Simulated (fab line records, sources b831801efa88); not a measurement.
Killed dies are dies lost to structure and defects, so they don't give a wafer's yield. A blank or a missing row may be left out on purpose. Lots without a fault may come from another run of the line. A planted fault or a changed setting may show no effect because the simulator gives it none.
fab line records | flow sky130 | part 1 of 2: steps 1 to 28 of 36
record lots=5 wafers=15 last_day=49
route steps=708 shown CAP2M@605 METAL4@621 VIA4@639
lots that met no fault: from a run of the same line without faults
start_h: hours from the record's first day to the start of the lot's first wafer shown | wait_h: hours since the lot's step before | " the same as in the row above | L1.1+2: a row that stands for several wafers | - no value, or no start given | * or withheld: withheld | < > ~ a bound
route shown NAME@n: a module of which the file shows steps, and the number in the route of the first | usual: mean/standard deviation of fault-free wafers | same: alike in all rows | chamber/n: place in a boat | sites: the reading at each site | _std_site: their standard deviation | _edge_site: outer sites' mean less inner sites' | radius_mm: how far each site lies from the wafer's centre | mask NAME#n: copy n | behind: the tool/chamber that last shaped the wafer | hold: why the lot was held/for how many hours/how that ended | device: the transistor (n, p or np) that didn't switch | end of line: the same wafers' tests at the end of the route | a step without rows: its recipe alone | killed: dies lost to structure and defects at the first sort, not the wafer's yield | map: a wafer's dies, x killed, . not, _ none there
set.NAME: the setting as run; set.NAME@STEP: as run at that earlier step | model.NAME: the simulator's own value behind a step, which no gauge read
lots at some steps of the route; a table a step, a row a wafer
services: from which hour (start_h, from the record's first day; less than 0 if before it) a tool's chamber was out of use, for how many hours, and why
## steps
# step SKY_CAP2M_SPUTTER_02
# recipe material=TiN target_thk_nm=200 temp_c=300 power_w=6500 time_s=166.7 chamber_pressure_pa=0.4
# usual throttle_valve_pct=30.2/0.93
# columns lot.wafer tool chamber start_h wait_h throttle_valve_pct
L076.2 pvd_sputter-04 - 961.30 0.0 30.5
L076.3 " - " " 30.2
L076.6 " - " " 29.3
L077.3 pvd_sputter-04 - 964.28 0.0 29.9
L077.5 " - " " 30.0
L077.6 " - " " 28.8
L086.2 pvd_sputter-03 - 1039.54 0.0 31.1
L086.5 " - " " 30.0
L086.6 " - " " 31.3
L089.3 pvd_sputter-04 - 1045.00 0.0 29.9
L089.4 " - " " 28.8
L089.6 " - " " 28.6
L092.2 pvd_sputter-02 - 1046.54 0.0 30.7
L092.5 " - " " 29.8
L092.6 " - " " 29.0
# step SKY_CAP2M_RS_MEAS_03
# recipe thk_meas_gauge=four-point-probe reads=TiN_of_CAP2M_SPUTTER_02
# usual CAP2M_TIN_RS=6.87/0.11
# columns lot.wafer tool chamber start_h wait_h CAP2M_TIN_RS[ohm/sq]
L076.2 film_metro-02 - 961.43 0.1 7.06
L076.3 " - " " 6.93
L076.6 " - " " 6.84
L077.3 film_metro-04 - 964.45 0.1 6.79
L077.5 " - " " 6.96
L077.6 " - " " 6.69
L086.2 film_metro-02 - 1039.67 0.1 6.69
L086.5 " - " " 6.80
L086.6 " - " " 6.71
L089.3 film_metro-02 - 1045.15 0.1 6.85
L089.4 " - " " 6.67
L089.6 " - " " 6.62
L092.2 film_metro-01 - 1046.67 0.1 6.80
L092.5 " - " " 6.93
L092.6 " - " " 6.79
# step SKY_CAP2M_THK_MEAS_04
# recipe thk_meas_gauge=xrf reads=TiN_of_CAP2M_SPUTTER_02
# usual CAP2M_TIN_THK=202/3.3
# columns lot.wafer tool chamber start_h wait_h CAP2M_TIN_THK[nm]
L076.2 film_metro-02 - 961.54 0.1 199
L076.3 " - " " 201
L076.6 " - " " 204
L077.3 film_metro-04 - 964.55 0.1 206
L077.5 " - " " 201
L077.6 " - " " 208
L086.2 film_metro-02 - 1039.78 0.1 209
L086.5 " - " " 204
L086.6 " - " " 206
L089.3 film_metro-02 - 1045.25 0.1 203
L089.4 " - " " 209
L089.6 " - " " 210
L092.2 film_metro-01 - 1046.78 0.1 204
L092.5 " - " " 199
L092.6 " - " " 204
# step SKY_CAP2M_DEHYDRATE_05
# recipe temp_c=200 time_s=60
# columns lot.wafer tool chamber start_h wait_h
L076.2+3+6 litho_track-01 0 972.48 10.9
L077.3+5+6 litho_track-03 0 975.16 10.6
L086.2+5+6 litho_track-01 0 1050.24 10.4
L089.3+4+6 litho_track-02 0 1055.34 10.1
L092.2+5+6 litho_track-03 0 1057.03 10.2
# step SKY_CAP2M_HMDS_06
# recipe prime_time_s=60 prime_temp_c=120
# columns lot.wafer tool chamber start_h wait_h
L076.2+3+6 litho_track-01 0 972.63 0.1
L077.3+5+6 litho_track-03 0 975.31 0.1
L086.2+5+6 litho_track-01 0 1050.39 0.1
L089.3+4+6 litho_track-02 0 1055.49 0.1
L092.2+5+6 litho_track-03 0 1057.18 0.1
# step SKY_CAP2M_COAT_07
# recipe resist=NOVOLAK spin_rpm=3000 resist_thk_nm=1140
# columns lot.wafer tool chamber start_h wait_h
L076.2+3+6 litho_track-01 0 972.78 0.1
L077.3+5+6 litho_track-03 0 975.46 0.1
L086.2+5+6 litho_track-01 0 1050.54 0.1
L089.3+4+6 litho_track-02 0 1055.64 0.1
L092.2+5+6 litho_track-03 0 1057.33 0.1
# step SKY_CAP2M_SOFTBAKE_08
# recipe temp_c=90 time_s=60 resist=NOVOLAK
# columns lot.wafer tool chamber start_h wait_h
L076.2+3+6 litho_track-01 0 972.93 0.1
L077.3+5+6 litho_track-03 0 975.61 0.1
L086.2+5+6 litho_track-01 0 1050.69 0.1
L089.3+4+6 litho_track-02 0 1055.79 0.1
L092.2+5+6 litho_track-03 0 1057.48 0.1
# step SKY_CAP2M_EXPOSE_09
# recipe mask_id=CAP2M na=0.6 source_shape=conventional sigma_outer=0.6 polarization=unpolarized target_cd_nm=1000 dose_mj=159
# columns lot.wafer tool chamber start_h wait_h mask
L076.2+3+6 iline_stepper-02 0 - - CAP2M#0
L077.3+5+6 iline_stepper-02 0 - - CAP2M#0
L086.2+5+6 iline_stepper-01 0 - - CAP2M#0
L089.3+4+6 iline_stepper-02 0 - - CAP2M#0
L092.2+5+6 iline_stepper-01 0 - - CAP2M#0
# step SKY_CAP2M_PEB_10
# recipe temp_c=withheld time_s=* resist=NOVOLAK
# columns lot.wafer tool chamber start_h wait_h
L076.2+3+6 litho_track-03 0 - -
L077.3+5+6 litho_track-01 0 - -
L086.2+5+6 litho_track-03 0 - -
L089.3+4+6 litho_track-03 0 - -
L092.2+5+6 litho_track-03 0 - -
# step SKY_CAP2M_DEVELOP_11
# recipe resist=NOVOLAK developer=TMAH develop_time_s=60 dev_temp_c=23
# columns lot.wafer tool chamber start_h wait_h
L076.2+3+6 litho_track-03 0 984.13 0.1
L077.3+5+6 litho_track-01 0 986.56 0.1
L086.2+5+6 litho_track-03 0 1060.93 0.1
L089.3+4+6 litho_track-03 0 1066.01 0.1
L092.2+5+6 litho_track-03 0 1067.48 0.1
# step SKY_CAP2M_OVL_MEAS_12
# usual CAP2M_OVL=-0.4/1.7
# columns lot.wafer tool chamber start_h wait_h CAP2M_OVL[nm]
L076.2 overlay-02 - 984.26 0.1 1.7
L076.3 " - " " 1.2
L076.6 " - " " 1.8
L077.3 overlay-02 - 986.67 0.1 0.9
L077.5 " - " " 1.1
L077.6 " - " " 2.6
L086.2 overlay-02 - 1061.06 0.1 -2.2
L086.5 " - " " -2.7
L086.6 " - " " -3.3
L089.3 overlay-01 - 1066.12 0.1 1.0
L089.4 " - " " 0.4
L089.6 " - " " -0.5
L092.2 overlay-02 - 1067.61 0.1 -2.0
L092.5 " - " " -1.1
L092.6 " - " " -2.3
# step SKY_CAP2M_METAL_ETCH_13
# recipe target_depth_nm=220 stop_on=SiO2 chemistry=Cl2/BCl3 target=TiN pressure_mtorr=10 icp_w=900 bias_w=48.5 Cl2_flow_sccm=60 bcl3_flow_sccm=30 time_s=62.9
# usual bcl3_flow_sccm=29.98/0.091 chamber_pressure_mTorr=9.999/0.013 drypump_motor_current_A=5.7/0.44 he_backside_leak_sccm=3.4/0.39 oes_product_au=0.945/0.0097 rf_fwd_power_W=890/3.8 throttle_valve_pct=21.899/0.011
# columns lot.wafer tool chamber start_h wait_h bcl3_flow_sccm chamber_pressure_mTorr drypump_motor_current_A he_backside_leak_sccm oes_product_au rf_fwd_power_W rf_hours_counter_h throttle_valve_pct
L076.2 rie_metal-04 0 984.29 0.0 29.98 9.992 5.8 3.2 0.935 890 13 21.907
L076.3 " 1 " " 29.81 10.008 5.2 3.5 0.945 891 - 21.920
L076.6 " 1 " " 29.91 10.001 5.2 3.4 0.953 891 - 21.887
L077.3 rie_metal-03 0 986.72 0.0 30.00 9.991 6.3 3.1 0.955 888 - 21.897
L077.5 " 0 " " 29.98 9.988 6.3 3.0 0.934 886 - 21.912
L077.6 " 1 " " 29.94 9.995 5.6 3.2 0.959 888 - 21.889
L086.2 rie_metal-04 1 1061.09 0.0 30.06 9.989 5.2 3.3 0.962 894 18 21.883
L086.5 " 1 " " 30.00 9.998 5.3 3.3 0.952 893 - 21.896
L086.6 " 0 " " 29.85 10.011 5.8 3.0 0.953 891 - 21.895
L089.3 rie_metal-03 1 1066.17 0.0 29.99 9.982 5.6 3.5 0.944 887 - 21.900
L089.4 " 0 " " 30.11 10.008 6.3 3.1 0.956 884 - 21.895
L089.6 " 1 " " 30.05 9.995 5.6 3.5 0.964 887 - 21.900
L092.2 rie_metal-01 1 1067.64 0.0 29.89 10.003 5.0 3.5 0.952 891 11 21.902
L092.5 " 1 " " 30.05 9.978 5.1 3.3 0.940 893 - 21.899
L092.6 " 0 " " 30.05 9.998 6.2 3.5 0.946 887 - 21.902
# step SKY_CAP2M_STRIP_14
# recipe chemistry=O2/N2 power_w=1400 pressure_mtorr=1500 platen_temp_c=withheld o2_flow_sccm=3000 n2_flow_sccm=300 overash_fraction=0.5
# usual chamber_pressure_mTorr=1499.9/1.4 drypump_motor_current_A=5.5/0.44 oes_product_au=0.710/0.0042 strip_time_to_endpoint_s=12.64/0.036
# columns lot.wafer tool chamber start_h wait_h chamber_pressure_mTorr drypump_motor_current_A oes_product_au rf_hours_counter_h strip_time_to_endpoint_s
L076.2 plasma_asher-03 1 984.37 0.1 1498.9 5.0 0.710 58 12.64
L076.3 " 0 " " 1497.3 5.8 0.713 - 12.69
L076.6 " 1 " " 1498.3 5.0 0.710 - 12.66
L077.3 plasma_asher-03 0 986.81 0.1 1500.1 5.8 0.715 - 12.62
L077.5 " 1 " " 1500.7 4.9 0.704 - 12.62
L077.6 " 0 " " 1498.0 5.8 0.713 - 12.65
L086.2 plasma_asher-03 1 1061.17 0.1 1500.8 5.0 0.715 66 12.67
L086.5 " 1 " " 1500.4 5.0 0.714 - 12.69
L086.6 " 0 " " 1499.9 5.8 0.711 - 12.57
L089.3 plasma_asher-01 0 1066.25 0.1 1499.2 5.3 0.708 - 12.66
L089.4 " 1 " " 1498.5 5.6 0.713 - 12.66
L089.6 " 1 " " 1501.9 5.6 0.710 - 12.67
L092.2 plasma_asher-01 1 1067.72 0.1 1503.0 5.6 0.710 84 12.68
L092.5 " 0 " " 1501.8 5.3 0.712 - 12.63
L092.6 " 1 " " 1500.8 5.6 0.708 - 12.63
# step SKY_CAP2M_STRIP_15
# recipe chemistry=post_etch_residue_remover time_s=1200 temp_c=72.5
# usual bath_heat_duty_pct=14.5/1.6 temp_c=72.49/0.13
# columns lot.wafer tool chamber start_h wait_h bath_heat_duty_pct temp_c
L076.2 wet_bench-04 3 984.47 0.1 17.1 72.61
L076.3 " 3 " " 17.7 72.64
L076.6 " 3 " " 17.0 72.46
L077.3 wet_bench-04 0 986.87 0.0 13.5 72.51
L077.5 " 0 " " 12.3 72.47
L077.6 " 0 " " 13.0 72.57
L086.2 wet_bench-03 1 1061.27 0.1 14.9 72.39
L086.5 " 1 " " 13.2 72.40
L086.6 " 1 " " 14.2 72.53
L089.3 wet_bench-03 0 1066.32 0.0 15.8 72.36
L089.4 " 0 " " 15.3 72.33
L089.6 " 0 " " 13.7 72.40
L092.2 wet_bench-04 0 1067.82 0.1 13.6 72.54
L092.5 " 0 " " 12.7 72.37
L092.6 " 0 " " 12.0 72.28
# step SKY_CAP2M_CLEAN_16
# recipe chemistry=IPA time_s=180 temp_c=25
# usual bath_heat_duty_pct=6.2/0.66 temp_c=25.02/0.11
# columns lot.wafer tool chamber start_h wait_h bath_heat_duty_pct temp_c
L076.2 wet_bench-02 2 984.84 0.0 6.2 24.96
L076.3 " 2 " " 5.8 24.93
L076.6 " 2 " " 5.9 24.92
L077.3 wet_bench-03 0 987.28 0.0 6.0 25.08
L077.5 " 0 " " 6.4 24.92
L077.6 " 0 " " 6.1 24.83
L086.2 wet_bench-04 3 1061.61 0.0 7.2 25.18
L086.5 " 3 " " 7.3 24.88
L086.6 " 3 " " 7.3 25.04
L089.3 wet_bench-04 1 1066.66 0.0 7.8 25.10
L089.4 " 1 " " 6.8 24.87
L089.6 " 1 " " 6.3 25.03
L092.2 wet_bench-03 3 1068.19 0.0 5.8 24.93
L092.5 " 3 " " 6.1 25.12
L092.6 " 3 " " 7.0 24.92
# step SKY_CAP2M_CLEAN_17
# recipe chemistry=O3/DIW dry=n2_spin
# columns lot.wafer tool chamber start_h wait_h
L076.2+3+6 wet_bench-04 0 984.90 0.0
L077.3+5+6 wet_bench-04 2 987.35 0.0
L086.2+5+6 wet_bench-03 3 1061.68 0.0
L089.3+4+6 wet_bench-02 1 1066.73 0.0
L092.2+5+6 wet_bench-02 2 1068.25 0.0
# step SKY_METAL4_DEHYDRATE_05
# recipe temp_c=200 time_s=60
# columns lot.wafer tool chamber start_h wait_h
L076.2+3+6 litho_track-04 0 994.83 9.8
L077.3+5+6 litho_track-02 0 997.99 10.5
L086.2+5+6 litho_track-04 0 1072.33 10.6
L089.3+4+6 litho_track-02 0 1077.89 11.1
L092.2+5+6 litho_track-04 0 1078.93 10.6
# step SKY_METAL4_HMDS_06
# recipe prime_time_s=60 prime_temp_c=120
# columns lot.wafer tool chamber start_h wait_h
L076.2+3+6 litho_track-04 0 994.98 0.1
L077.3+5+6 litho_track-02 0 998.14 0.1
L086.2+5+6 litho_track-04 0 1072.48 0.1
L089.3+4+6 litho_track-02 0 1078.04 0.1
L092.2+5+6 litho_track-04 0 1079.08 0.1
# step SKY_METAL4_COAT_07
# recipe resist=BARC temp_c=withheld time_s=withheld spin_rpm=3000 resist_thk_nm=60
# columns lot.wafer tool chamber start_h wait_h
L076.2+3+6 litho_track-04 0 995.13 0.1
L077.3+5+6 litho_track-02 0 998.29 0.1
L086.2+5+6 litho_track-04 0 1072.63 0.1
L089.3+4+6 litho_track-02 0 1078.19 0.1
L092.2+5+6 litho_track-04 0 1079.23 0.1
# step SKY_METAL4_COAT_08
# recipe resist=KrF-thick spin_rpm=3000 resist_thk_nm=1140
# columns lot.wafer tool chamber start_h wait_h
L076.2+3+6 litho_track-04 0 - -
L077.3+5+6 litho_track-02 0 - -
L086.2+5+6 litho_track-04 0 - -
L089.3+4+6 litho_track-02 0 - -
L092.2+5+6 litho_track-04 0 - -
# step SKY_METAL4_SOFTBAKE_09
# recipe temp_c=100 time_s=90 resist=KrF-thick
# columns lot.wafer tool chamber start_h wait_h
L076.2+3+6 litho_track-04 0 - -
L077.3+5+6 litho_track-02 0 - -
L086.2+5+6 litho_track-04 0 - -
L089.3+4+6 litho_track-02 0 - -
L092.2+5+6 litho_track-04 0 - -
# step SKY_METAL4_EXPOSE_10
# recipe mask_id=MM4 na=0.68 source_shape=annular sigma_inner=0.4 sigma_outer=0.8 target_cd_nm=300 dose_mj=28
# columns lot.wafer tool chamber start_h wait_h mask
L076.2+3+6 krf_scanner-02 0 - - MM4#0
L077.3+5+6 krf_scanner-01 0 - - MM4#0
L086.2+5+6 krf_scanner-01 0 - - MM4#0
L089.3+4+6 krf_scanner-02 0 - - MM4#0
L092.2+5+6 krf_scanner-02 0 - - MM4#0
# step SKY_METAL4_PEB_11
# recipe peb_temp_c=withheld peb_time_s=withheld resist=KrF-thick
# columns lot.wafer tool chamber start_h wait_h
L076.2+3+6 litho_track-03 0 - -
L077.3+5+6 litho_track-02 0 - -
L086.2+5+6 litho_track-04 0 - -
L089.3+4+6 litho_track-03 0 - -
L092.2+5+6 litho_track-02 0 - -
# step SKY_METAL4_DEVELOP_12
# recipe develop_time_s=60 resist=KrF-thick dev_temp_c=21
# columns lot.wafer tool chamber start_h wait_h
L076.2+3+6 litho_track-03 0 - -
L077.3+5+6 litho_track-02 0 - -
L086.2+5+6 litho_track-04 0 - -
L089.3+4+6 litho_track-03 0 - -
L092.2+5+6 litho_track-02 0 - -
# step SKY_METAL4_CD_MEAS_13
# recipe target_cd_nm=300
# usual cd_nm=300.0/1.3
# columns lot.wafer tool chamber start_h wait_h cd_nm
L076.2 cd_sem-01 - 1007.33 - 300.4
L076.3 " - " " 299.5
L076.6 " - " " 299.4
L077.3 cd_sem-01 - 1010.03 - 298.8
L077.5 " - " " 299.1
L077.6 " - " " 300.6
L086.2 cd_sem-01 - 1083.12 - 300.1
L086.5 " - " " 300.0
L086.6 " - " " 300.1
L089.3 cd_sem-01 - 1088.85 - 300.5
L089.4 " - " " 299.2
L089.6 " - " " 299.1
L092.2 cd_sem-01 - 1089.41 - 299.9
L092.5 " - " " 299.5
L092.6 " - " " 298.8
# step SKY_METAL4_OVL_MEAS_14
# usual METAL4_OVL=6/4.8
# columns lot.wafer tool chamber start_h wait_h METAL4_OVL[nm]
L076.2 overlay-01 - 1007.43 0.1 3
L076.3 " - " " 0
L076.6 " - " " 5
L077.3 overlay-02 - 1010.12 0.1 -4
L077.5 " - " " -4
L077.6 " - " " 3
L086.2 overlay-01 - 1083.23 0.1 7
L086.5 " - " " 9
L086.6 " - " " 10
L089.3 overlay-01 - 1088.94 0.1 13
L089.4 " - " " 14
L089.6 " - " " 7
L092.2 overlay-01 - 1089.52 0.1 3
L092.5 " - " " -3
L092.6 " - " " 0
# step SKY_METAL4_DESCUM_15
# recipe chemistry=O2 source_power_w=150 bias_power_w=0 pressure_mtorr=10 temp_c=40 time_s=8
# usual chamber_pressure_mTorr=9.999/0.0087 drypump_motor_current_A=5.8/0.47 he_backside_leak_sccm=3.29/0.18 oes_product_au=1.002/0.011 rf_fwd_power_W=146.7/0.72 temp_c=40.00/0.11
# columns lot.wafer tool chamber start_h wait_h chamber_pressure_mTorr drypump_motor_current_A he_backside_leak_sccm oes_product_au rf_fwd_power_W rf_hours_counter_h temp_c
L076.2 rie_metal-02 0 1007.46 0.0 9.999 6.5 3.63 1.000 146.6 12 40.06
L076.3 " 1 " " 9.991 5.3 3.32 1.023 148.3 - 40.00
L076.6 " 0 " " 9.997 6.5 3.55 0.999 146.8 - 39.96
L077.3 rie_metal-02 0 1010.16 0.0 9.993 6.5 3.24 0.995 147.0 - 40.01
L077.5 " 0 " " 10.011 6.4 3.38 0.986 146.7 - 39.87
L077.6 " 1 " " 9.990 5.3 3.13 1.023 147.6 - 39.90
L086.2 rie_metal-04 1 1083.26 0.0 10.008 5.2 3.47 0.981 147.4 20 40.02
L086.5 " 0 " " 9.990 5.9 3.21 0.993 146.9 - 39.98
L086.6 " 1 " " 10.001 5.2 3.43 0.984 147.3 - 40.05
L089.3 rie_metal-02 0 1088.97 0.0 10.005 6.5 3.40 1.008 146.8 - 39.86
L089.4 " 1 " " 9.978 5.3 3.24 1.017 147.7 - 39.89
L089.6 " 1 " " 9.994 5.3 3.36 1.012 147.6 - 39.82
L092.2 rie_metal-02 1 1089.55 0.0 9.995 5.3 2.86 1.015 147.4 17 40.07
L092.5 " 1 " " 9.990 5.3 3.13 1.008 147.9 - 39.96
L092.6 " 0 " " 9.996 6.5 3.30 1.001 146.6 - 40.03
# step SKY_METAL4_ETCH_16
# recipe chemistry=N2/H2 target=BARC ion_energy_ev=200 bias_w=100 pressure_mtorr=30 n2_flow_sccm=100 h2_flow_sccm=200 icp_w=500 stop_on=SiO2 time_s=88.2 target_depth_a=600
# usual chamber_pressure_mTorr=30.003/0.027 drypump_motor_current_A=5.8/0.47 he_backside_leak_sccm=3.29/0.26 oes_product_au=0.626/0.0045 rf_fwd_power_W=495.7/1.8 throttle_valve_pct=13.205/0.0092
# columns lot.wafer tool chamber start_h wait_h chamber_pressure_mTorr drypump_motor_current_A he_backside_leak_sccm oes_product_au rf_fwd_power_W rf_hours_counter_h throttle_valve_pct
L076.2 rie_metal-02 0 1007.49 0.0 29.967 6.5 3.37 0.625 496.9 12 13.201
L076.3 " 1 " " 30.033 5.3 3.11 0.625 499.1 - 13.209
L076.6 " 0 " " 29.998 6.5 3.49 0.628 497.2 - 13.219
L077.3 rie_metal-02 0 1010.21 0.0 30.034 6.5 3.26 0.628 497.0 - 13.198
L077.5 " 0 " " 30.010 6.5 3.16 0.621 495.1 - 13.214
L077.6 " 1 " " 30.008 5.3 3.10 0.622 496.7 - 13.197
L086.2 rie_metal-04 1 1083.29 0.0 29.990 5.2 3.28 0.616 497.0 20 13.227
L086.5 " 0 " " 30.012 5.9 3.26 0.628 496.1 - 13.222
L086.6 " 1 " " 30.014 5.2 3.26 0.625 495.6 - 13.203
L089.3 rie_metal-02 0 1089.03 0.0 30.063 6.5 3.53 0.621 496.8 - 13.205
L089.4 " 1 " " 29.982 5.3 3.19 0.628 495.4 - 13.202
L089.6 " 1 " " 30.022 5.3 3.33 0.619 494.9 - 13.210
L092.2 rie_metal-02 1 1089.58 0.0 30.027 5.3 3.01 0.638 497.5 17 13.216
L092.5 " 1 " " 29.998 5.3 3.20 0.633 497.5 - 13.198
L092.6 " 0 " " 29.945 6.5 3.50 0.632 496.5 - 13.212
